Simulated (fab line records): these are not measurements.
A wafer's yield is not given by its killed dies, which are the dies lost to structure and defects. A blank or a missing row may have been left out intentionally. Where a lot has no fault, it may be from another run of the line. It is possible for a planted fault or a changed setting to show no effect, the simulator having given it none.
fab line records	flow gf180mcu
record lots=7	wafers=21	last-day=34
route steps=602 shown V5@544
lots that met no fault: taken from a fault-free run of the same line
start-h: start of the lot's first displayed wafer, in hours after the record's first day	wait-h: hours elapsed since this lot's preceding step	" unchanged from the row above	L1.1+2: a row that stands for several wafers	- no value, or no start given	* or withheld: withheld	< > ~ a bound
route shown NAME@n: names a module that has steps shown in the file, with the first one's number in the route	usual: the fault-free wafers' mean and standard deviation	same: alike in all rows	chamber/n: place in a boat	sites: the reading at each site	_std_site: the standard deviation of these	_edge_site: the outer-site mean with the inner-site mean subtracted	radius-mm: how far each site lies from the wafer's centre	mask NAME#n: copy n	behind: the tool/chamber that last shaped the wafer	hold: why the lot was held/for how many hours/how that ended	device: the n, p or np transistor that did not switch	end of line: the same wafers' tests at the end of the route	a step without rows: its recipe alone	killed: the dies lost at the first sort to structure and to defects; this is not the yield of the wafer	map: a wafer's dies, marking killed ones x, the rest . and places with no die _
set.NAME: the setting that was run; set.NAME@STEP: the one run at that earlier step	model.NAME: the simulator's own value behind a step, which no gauge read
certain route steps with their lots: each step a table, each wafer a row
services: the hour from which a tool's chamber was out of use, counted from the record's first day as start-h (under 0 if before that day), plus the number of hours and why
## steps
# step GF_V5_CMP_04
# recipe material=SiO2	down-force-psi=4	platen-rpm=60	pad-velocity-m-s=0.94248
# usual motor-current-A=12.0/0.68	retaining-ring-pressure-frac=1.001/0.005
lot.wafer	tool	chamber	start-h	wait-h	motor-current-A	retaining-ring-pressure-frac
L435.4	cmp-02	0	614.07	0.0	12.9	1.003
L435.1	"	1	"	"	11.3	1.005
L435.2	"	2	"	"	11.2	0.999
L439.3	cmp-02	1	647.32	0.1	11.0	0.987
L439.1	"	3	"	"	12.6	1.000
L439.6	"	0	"	"	12.0	0.997
L440.4	cmp-01	0	652.01	0.2	12.0	0.996
L440.5	"	3	"	"	12.8	1.004
L440.6	"	0	"	"	11.5	1.005
L441.3	cmp-02	0	662.90	0.9	12.6	1.000
L441.2	"	1	"	"	10.9	1.001
L441.6	"	0	"	"	12.4	0.999
L442.2	cmp-01	3	674.47	0.2	12.1	1.005
L442.5	"	0	"	"	12.7	1.000
L442.6	"	1	"	"	12.2	1.001
L455.1	cmp-02	1	747.14	0.1	10.7	1.008
L455.3	"	3	"	"	12.0	1.003
L455.2	"	0	"	"	12.3	1.013
L456.3	cmp-02	0	753.41	0.1	12.8	1.010
L456.2	"	2	"	"	10.8	0.998
L456.5	"	3	"	"	12.9	1.009
# step GF_V5_BOW_MEAS_05
# recipe mode=bow
# usual V5_BOW=136/11
lot.wafer	tool	chamber	start-h	wait-h	V5_BOW[um]
L435.1	film-metro-01	-	614.37	0.2	140
L435.2	"	-	"	"	140
L435.4	"	-	"	"	129
L439.1	film-metro-01	-	647.57	0.1	126
L439.3	"	-	"	"	121
L439.6	"	-	"	"	119
L440.4	film-metro-01	-	652.32	0.3	159
L440.5	"	-	"	"	150
L440.6	"	-	"	"	146
L441.2	film-metro-01	-	663.17	0.2	139
L441.3	"	-	"	"	145
L441.6	"	-	"	"	151
L442.2	film-metro-03	-	674.64	0.1	140
L442.5	"	-	"	"	145
L442.6	"	-	"	"	128
L455.1	film-metro-01	-	747.44	0.2	142
L455.2	"	-	"	"	139
L455.3	"	-	"	"	144
L456.2	film-metro-01	-	753.68	0.1	144
L456.3	"	-	"	"	140
L456.5	"	-	"	"	145
# step GF_V5_DEHYDRATE_06
# recipe temp-c=200	time-s=60
# step GF_V5_HMDS_07
# recipe prime-time-s=60	prime-temp-c=120
# step GF_V5_COAT_08
# recipe resist=BARC	temp-c=withheld	time-s=withheld	spin-rpm=withheld	resist-thk-nm=withheld
# step GF_V5_COAT_09
# recipe resist=KrF	spin-rpm=withheld	resist-thk-nm=1000
# step GF_V5_SOFTBAKE_10
# recipe temp-c=130	time-s=60	resist=KrF
# step GF_V5_EXPOSE_11
# recipe mask-id=Via5	target-cd-nm=260	na=0.68	source-shape=conventional	sigma-outer=0.6	dose-mj=38
# step GF_V5_PEB_12
# recipe peb-temp-c=135	peb-time-s=90	resist=KrF
# step GF_V5_DEVELOP_13
# recipe develop-time-s=60	resist=KrF	dev-temp-c=21
# step GF_V5_CD_MEAS_14
# recipe target-cd-nm=260
# usual cd-nm=260.3/1.1
lot.wafer	tool	chamber	start-h	wait-h	cd-nm
L435.1	cd-sem-02	-	635.01	0.1	259.9
L435.2	"	-	"	"	260.9
L435.4	"	-	"	"	261.3
L439.1	cd-sem-01	-	666.72	0.2	261.3
L439.3	"	-	"	"	262.0
L439.6	"	-	"	"	262.1
L440.4	cd-sem-01	-	671.84	0.1	260.4
L440.5	"	-	"	"	259.4
L440.6	"	-	"	"	259.9
L441.2	cd-sem-01	-	681.48	0.1	260.6
L441.3	"	-	"	"	260.1
L441.6	"	-	"	"	260.6
L442.2	cd-sem-01	-	693.80	0.1	258.9
L442.5	"	-	"	"	258.8
L442.6	"	-	"	"	259.9
L455.1	cd-sem-02	-	764.20	0.1	259.3
L455.2	"	-	"	"	258.3
L455.3	"	-	"	"	259.1
L456.2	cd-sem-01	-	770.00	0.1	260.6
L456.3	"	-	"	"	261.2
L456.5	"	-	"	"	260.5
# step GF_V5_OVL_MEAS_15
# usual V5_OVL=2/5.5
lot.wafer	tool	chamber	start-h	wait-h	V5_OVL[nm]
L435.1	overlay-01	-	635.13	0.1	-6
L435.2	"	-	"	"	-2
L435.4	"	-	"	"	6
L439.1	overlay-01	-	666.84	0.1	7
L439.3	"	-	"	"	4
L439.6	"	-	"	"	7
L440.4	overlay-01	-	671.92	0.1	1
L440.5	"	-	"	"	11
L440.6	"	-	"	"	4
L441.2	overlay-01	-	681.58	0.1	3
L441.3	"	-	"	"	3
L441.6	"	-	"	"	1
L442.2	overlay-01	-	693.92	0.1	3
L442.5	"	-	"	"	6
L442.6	"	-	"	"	-6
L455.1	overlay-01	-	764.32	0.1	4
L455.2	"	-	"	"	-3
L455.3	"	-	"	"	1
L456.2	overlay-02	-	770.11	0.1	10
L456.3	"	-	"	"	11
L456.5	"	-	"	"	6
# step GF_V5_ETCH_16
# recipe chemistry=N2/H2	target-depth-a=withheld	overetch-a=withheld	time-s=withheld	target=BARC	ion-energy-ev=200	source-w=500	bias-w=100	pressure-mtorr=30	n2-flow-sccm=100	h2-flow-sccm=200
# usual bias-w=99.99/0.3	chamber-pressure-mTorr=29.999/0.029	drypump-motor-current-A=5.8/0.43	oes-product-au=0.855/0.0043	throttle-valve-pct=13.224/0.0079
lot.wafer	tool	chamber	start-h	wait-h	bias-w	chamber-pressure-mTorr	drypump-motor-current-A	oes-product-au	throttle-valve-pct
L435.1	rie-diel-04	2	635.16	0.0	100.71	29.993	6.1	0.858	13.223
L435.2	"	0	"	"	99.89	29.952	6.2	0.849	13.222
L435.4	"	1	"	"	100.23	30.033	4.9	0.854	13.227
L439.1	rie-diel-01	3	666.87	0.0	99.98	30.029	6.5	0.856	13.226
L439.3	"	1	"	"	100.24	30.019	5.3	0.859	13.229
L439.6	"	1	"	"	100.32	29.987	5.2	0.854	13.212
L440.4	rie-diel-02	2	671.94	0.0	-	-	-	-	-
L440.5	"	2	"	"	-	-	-	-	-
L440.6	"	1	"	"	-	-	-	-	-
L441.2	rie-diel-04	0	681.61	0.0	-	-	-	-	-
L441.3	"	2	"	"	-	-	-	-	-
L441.6	"	0	"	"	-	-	-	-	-
L442.2	rie-diel-02	0	693.95	0.0	-	-	-	-	-
L442.5	"	3	"	"	-	-	-	-	-
L442.6	"	0	"	"	-	-	-	-	-
L455.1	rie-diel-01	3	764.36	0.0	100.58	30.015	6.4	0.851	13.218
L455.2	"	1	"	"	100.11	30.007	5.2	0.860	13.209
L455.3	"	2	"	"	100.04	30.047	5.5	0.847	13.227
L456.2	rie-diel-01	1	770.14	0.0	100.29	29.991	5.2	0.854	13.233
L456.3	"	3	"	"	99.63	30.002	6.5	0.863	13.225
L456.5	"	3	"	"	100.18	29.996	6.5	0.851	13.227
# step GF_V5_ETCH_17
# recipe chemistry=C4F8/O2/Ar	mask-material=KrF	target=SiO2	stop-on=TiN	source-w=1500	bias-w=1200	pressure-mtorr=40	c4f8-flow-sccm=withheld	O2_flow_sccm=6	Ar_flow_sccm=300	time-s=withheld	target-depth-a=8550
# usual bias-w=1200/3.5	chamber-pressure-mTorr=40.00/0.038	oes-product-au=0.860/0.0045
lot.wafer	tool	chamber	start-h	wait-h	bias-w	chamber-pressure-mTorr	oes-product-au
L435.1	rie-diel-04	2	-	-	1205	40.03	0.856
L435.2	"	0	"	"	1200	40.00	0.856
L435.4	"	1	"	"	1201	40.01	0.852
L439.1	rie-diel-01	3	-	-	1196	39.99	0.853
L439.3	"	1	"	"	1201	40.07	0.859
L439.6	"	1	"	"	1203	40.03	0.860
L440.4	rie-diel-02	2	-	-	1203	39.97	0.377
L440.5	"	2	"	"	1199	40.02	0.376
L440.6	"	1	"	"	1200	40.02	0.369
L441.2	rie-diel-04	0	-	-	1202	40.01	0.374
L441.3	"	2	"	"	1195	40.01	0.379
L441.6	"	0	"	"	1205	40.04	0.375
L442.2	rie-diel-02	0	-	-	1198	40.02	0.375
L442.5	"	3	"	"	1198	40.03	0.375
L442.6	"	0	"	"	1203	39.98	0.372
L455.1	rie-diel-01	3	-	-	1200	40.01	0.860
L455.2	"	1	"	"	1196	40.06	0.853
L455.3	"	2	"	"	1194	40.04	0.859
L456.2	rie-diel-01	1	-	-	1199	40.01	0.867
L456.3	"	3	"	"	1201	40.02	0.864
L456.5	"	3	"	"	1199	39.97	0.865
# step GF_V5_STRIP_18
# recipe chemistry=O2/N2	power-w=1400	pressure-mtorr=1500	platen-temp-c=250	o2-flow-sccm=3000	n2-flow-sccm=300	overash-fraction=0.5
# usual drypump-motor-current-A=5.7/0.35	heater-power-w=307/35	oes-product-au=0.569/0.0044
lot.wafer	tool	chamber	start-h	wait-h	drypump-motor-current-A	heater-power-w	oes-product-au	rf-hours-counter-h
L435.1	plasma-asher-01	0	635.31	-	5.5	298	0.571	21
L435.2	"	1	"	"	5.6	330	0.564	21
L435.4	"	1	"	"	5.6	327	0.570	-
L439.1	plasma-asher-01	0	667.03	-	5.5	300	0.578	25
L439.3	"	1	"	"	5.6	333	0.572	-
L439.6	"	0	"	"	5.5	306	0.567	-
L440.4	plasma-asher-01	0	672.12	-	5.5	296	0.582	-
L440.5	"	1	"	"	5.6	321	0.589	-
L440.6	"	0	"	"	5.5	296	0.582	-
L441.2	plasma-asher-02	1	681.76	-	5.6	343	0.586	102
L441.3	"	1	"	"	5.6	338	0.585	-
L441.6	"	1	"	"	5.6	346	0.592	-
L442.2	plasma-asher-03	1	694.10	-	6.4	240	0.587	57
L442.5	"	1	"	"	6.4	231	0.583	-
L442.6	"	0	"	"	5.2	277	0.582	-
L455.1	plasma-asher-01	1	764.51	-	5.5	328	0.562	35
L455.2	"	0	"	"	5.5	295	0.576	35
L455.3	"	0	"	"	5.5	296	0.570	-
L456.2	plasma-asher-02	0	770.29	-	6.1	341	0.571	3
L456.3	"	1	"	"	5.6	355	0.566	-
L456.5	"	0	"	"	6.1	337	0.565	-
# step GF_V5_STRIP_19
# recipe chemistry=post-etch-residue-remover	time-s=1200	temp-c=72.5
## services
tool	chamber	start-h	hours	kind
rie-diel-04	2	591.13	4.7	repair
plasma-asher-02	-	607.27	3.4	repair
rie-diel-01	1	609.48	-	clean
rie-diel-01	1	609.48	17.6	scheduled-down
rie-diel-01	1	609.48	17.6	vent-cycle
rie-diel-04	1	616.71	11.0	repair
rie-diel-01	0	630.49	126.8	repair
rie-diel-04	3	640.00	3.0	repair
rie-diel-02	3	643.07	2.5	repair
plasma-asher-03	-	649.76	20.9	pm
cmp-02	-	651.15	5.9	pm
plasma-asher-01	-	657.11	4.0	pm
cmp-01	-	658.20	16.0	pm
cmp-02	-	661.93	0.9	repair
rie-diel-04	0	690.04	12.7	repair
cmp-01	-	697.48	3.6	repair
plasma-asher-03	-	701.59	1.7	repair
cmp-02	-	716.29	2.9	repair
plasma-asher-02	-	733.75	9.0	pm
cmp-01	-	745.54	4.0	pm
rie-diel-01	0	757.32	-	clean
rie-diel-01	0	757.32	22.1	scheduled-down
rie-diel-01	0	757.32	22.1	vent-cycle
plasma-asher-01	-	767.34	2.4	repair
## key
first-sign step=GF_V5_ETCH_16	reading=tool-record	direction=missing
effect step=GF_V5_ETCH_17	reading=oes-product-au	direction=down	sigmas=99+	usual=0.860	struck=0.375
effect step=GF_V5_STRIP_18	reading=oes-product-au	direction=up	sigmas=3.8	usual=0.569	struck=0.585
met-at GF_V5_ETCH_16
struck-wafers L440.4,L440.5,L440.6,L441.2,L441.3,L441.6,L442.2,L442.5,L442.6
later-rows-left-out L440.4,L440.5,L440.6,L441.2,L441.3,L441.6,L442.2,L442.5,L442.6
sort-left-out L440.4,L440.5,L440.6,L441.2,L441.3,L441.6,L442.2,L442.5,L442.6
onset-between 635.16 671.94
fault kind=skipped-step-whole	tool=rie-diel-02,rie-diel-04	chamber=-	onset-h=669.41	steps=GF_V5_ETCH_16	scope=struck-lots-only
# sort-left-out: the simulated sort isn't trusted on such a fault, so these wafers' sort isn't shown, and their yield isn't known
# later-rows-left-out: the simulator's readings of these wafers behind a module that went badly wrong aren't trusted and aren't shown, but for the sort
